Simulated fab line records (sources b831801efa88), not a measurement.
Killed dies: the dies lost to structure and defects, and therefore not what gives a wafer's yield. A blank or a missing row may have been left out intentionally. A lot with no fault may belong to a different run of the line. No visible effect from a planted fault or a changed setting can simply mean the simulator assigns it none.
Chamber matching | flow gf180mcu | GF_V5_CMP_26 on cmp-02: 4 sister chambers
The step polishes, stops on SiO2, t overpolish 15 s, target thk 0 nm. 14 wafers are shown with their chamber, then 7 later ones without.

WAFERS PAIRED WITH THEIR CHAMBERS
wafer  | chamber | motorCurrentA (A) | headPressurePsi (psi) | timeToEndpointS (s)
L260.2 | 0       | 12.1              | 3.505                 | 93
L260.3 | 1       | 11.8              | 3.501                 | 86
L260.4 | 3       | 11.8              | 3.508                 | 85
L262.2 | 3       | 11.7              | 3.498                 | 85
L262.4 | 0       | 10.9              | 3.496                 | 90
L262.5 | 2       | 10.3              | 3.507                 | 87
L264.4 | 3       | 11.6              | 3.509                 | 89
L264.5 | 1       | 11.6              | 3.490                 | 89
L264.6 | 2       | 10.5              | 3.494                 | 94
L272.1 | 1       | 11.6              | 3.506                 | 85
L272.4 | 3       | 11.8              | 3.506                 | 81
L272.6 | 0       | 11.2              | 3.496                 | 86
L273.1 | 2       | 10.1              | 3.490                 | 85
L273.3 | 0       | 11.3              | 3.500                 | 86

SIGNATURES (averages over the wafers above)
reading         | chamber 0 | chamber 1 | chamber 2 | chamber 3 | scatter within a chamber
motorCurrentA   | 11.375    | 11.667    | 10.300    | 11.725    | 0.304
headPressurePsi | 3.49925   | 3.49900   | 3.49700   | 3.50525   | 0.00649
timeToEndpointS | 88.75     | 86.67     | 88.67     | 85.00     | 3.47
Rule: a wafer lies at a distance from a chamber equal to the root of the sum of squares, over the readings, of (its reading less the chamber's mean, divided by the reading's scatter). If the next closest chamber is less than 2 further off than the closest, the wafer can't be placed; otherwise it belongs to the closest. The scatter is the square root of a quotient: the sum, over the shown wafers, of each reading's squared deviation from its chamber's mean, divided by wafers minus chambers.

WAFERS WHOSE CHAMBER IS MISSING
wafer  | motorCurrentA (A) | headPressurePsi (psi) | timeToEndpointS (s)
L273.6 | 11.1              | 3.497                 | 80
L274.2 | 11.7              | 3.493                 | 87
L274.4 | 11.9              | 3.504                 | 87
L274.6 | 11.5              | 3.492                 | 87
L277.2 | 11.0              | 3.505                 | 90
L277.3 | 11.8              | 3.502                 | 85
L277.6 | 11.4              | 3.510                 | 82

THE CHAMBER EACH PASSED THROUGH
wafer  | from the rows above               | in truth
L273.6 | can't be placed: 1 or 0 or 3 or 2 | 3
L274.2 | can't be placed: 1 or 0 or 3      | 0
L274.4 | can't be placed: 3 or 1 or 0      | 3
L274.6 | can't be placed: 1 or 0 or 3      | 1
L277.2 | can't be placed: 0 or 1 or 2 or 3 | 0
L277.3 | can't be placed: 3 or 1 or 0      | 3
L277.6 | can't be placed: 3 or 1 or 0      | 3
Placed correctly: 0 of 7. From these rows, 7 cannot be placed; in 7 the true chamber is one of the candidates. Wrongly placed: 0.
